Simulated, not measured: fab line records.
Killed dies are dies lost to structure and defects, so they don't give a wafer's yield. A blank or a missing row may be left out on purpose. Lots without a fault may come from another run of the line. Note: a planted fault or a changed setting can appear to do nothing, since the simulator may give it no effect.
2 desks looking at one fault	flow sky130	only its own numbers are on each desk; what lay behind them is given at the end

THE METROLOGY DESK
What the gauges read for every lot (on any tool): the sampled wafers with a number, averaged. The brackets show how far a lot's mean lies from the usual mean; more than 4 standard deviations puts the lot out of limits, marked OUT.
Columns: A = cd-nm at SKY_SONOS_ONO_CD_MEAS_13, usual 410 nm; B = POLY_GATE_OVL at SKY_POLY_GATE_OVL_MEAS_14, usual 1 nm; C = POLY_GATE_OXIDATION_THK at SKY_POLY_GATE_THK_MEAS_21, usual 3.99 nm
lot	first seen here	A	B	C
L868	day 13 00:34	411	0	3.95
L869	day 13 07:32	412	2	4.04
L870	day 13 16:07	416	1	3.90
L872	day 14 08:53	409	4	3.98
L874	day 14 17:09	412	2	4.06
L876	day 15 13:10	411	-6	4.00
L879	day 16 20:29	411	-2	3.93
L880	day 18 19:07	409	8	4.71 (+10) OUT
L882	day 18 19:21	409	6	4.77 (+11) OUT
L883	day 18 19:41	410	-4	4.74 (+10) OUT
L885	day 18 19:51	411	2	4.74 (+10) OUT
Finding of this desk: L880, L882, L883, L885 out of limits, first seen on L880 at day 23 03:28 (POLY_GATE_OXIDATION_THK at SKY_POLY_GATE_THK_MEAS_21). L868, L869, L870, L872, L874, L876, L879 stayed within limits.

DESK OF THE TOOL OWNER: furnace-02
The tool's own readings at SKY_POLY_GATE_OXIDATION_20 (stabilise 600 s, purge 300 s, target thk 4 nm): means of the sampled wafers that have a number, for each lot that ran on this tool. The brackets show how far a lot's mean lies from the usual mean; more than 4 standard deviations puts the lot out of limits, marked OUT. It has 9 readings, of which 7 appear: the earliest out of limits, and the ones furthest out on some lot.
Columns: A = spike-tc-bottom-C at SKY_POLY_GATE_OXIDATION_20, usual 868.2 C; B = spike-tc-centre-C at SKY_POLY_GATE_OXIDATION_20, usual 849.2 C; C = spike-tc-lower-C at SKY_POLY_GATE_OXIDATION_20, usual 849.8 C; D = spike-tc-top-C at SKY_POLY_GATE_OXIDATION_20, usual 860.8 C; E = spike-tc-upper-C at SKY_POLY_GATE_OXIDATION_20, usual 850.7 C; F = tube-center-temp-C at SKY_POLY_GATE_OXIDATION_20, usual 850 C; G = tube_center_temp_C_max at SKY_POLY_GATE_OXIDATION_20, usual 852.2
lot	first seen here	A	B	C	D	E	F	G
L868	day 16 21:50	866.8	848.2	849.7	859.9	850.6	850	852.5
L869	day 17 01:40	866.1	848.0	850.0	858.6	851.2	850	852.2
L872	day 18 06:47	866.0	847.9	849.1	860.0	851.3	850	852.1
L876	day 19 12:46	866.5	848.4	851.0	859.2	851.4	850	852.0
L880	day 23 02:12	880.8 (+6.6) OUT	862.3 (+7.3) OUT	864.5 (+13) OUT	873.4 (+6.6) OUT	865.6 (+11) OUT	864 (+99 or more) OUT	866.1 (+36) OUT
L882	day 23 02:12	880.2 (+6.3) OUT	862.0 (+7.1) OUT	863.8 (+13) OUT	872.9 (+6.4) OUT	865.3 (+11) OUT	864 (+99 or more) OUT	866.2 (+36) OUT
L883	day 23 02:12	880.2 (+6.3) OUT	862.2 (+7.2) OUT	863.7 (+13) OUT	872.6 (+6.2) OUT	865.9 (+12) OUT	864 (+99 or more) OUT	866.2 (+36) OUT
L885	day 23 03:59	881.5 (+7.0) OUT	862.5 (+7.4) OUT	862.8 (+12) OUT	873.2 (+6.5) OUT	865.3 (+11) OUT	864 (+99 or more) OUT	866.1 (+36) OUT
This desk's verdict: out of limits on L880, L882, L883, L885, starting with L880 at day 23 02:12 (spike-tc-bottom-C at SKY_POLY_GATE_OXIDATION_20). L868, L869, L872, L876 stayed within limits.

TAKEN TOGETHER
At day 23 02:12, on L880, L882, L883, L885, the tool owner's desk was in a position to raise an alarm.
The metrology desk could have raised an alarm at day 23 03:28, on L880, L882, L883, L885.
The lots listed all ran SKY_POLY_GATE_OXIDATION_20 on furnace-02.

WHAT THE SIMULATOR HAD INSERTED
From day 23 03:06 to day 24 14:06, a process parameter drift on furnace-02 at SKY_POLY_GATE_OXIDATION_20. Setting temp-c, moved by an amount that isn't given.
Struck lots among those shown: L880, L882, L883, L885.
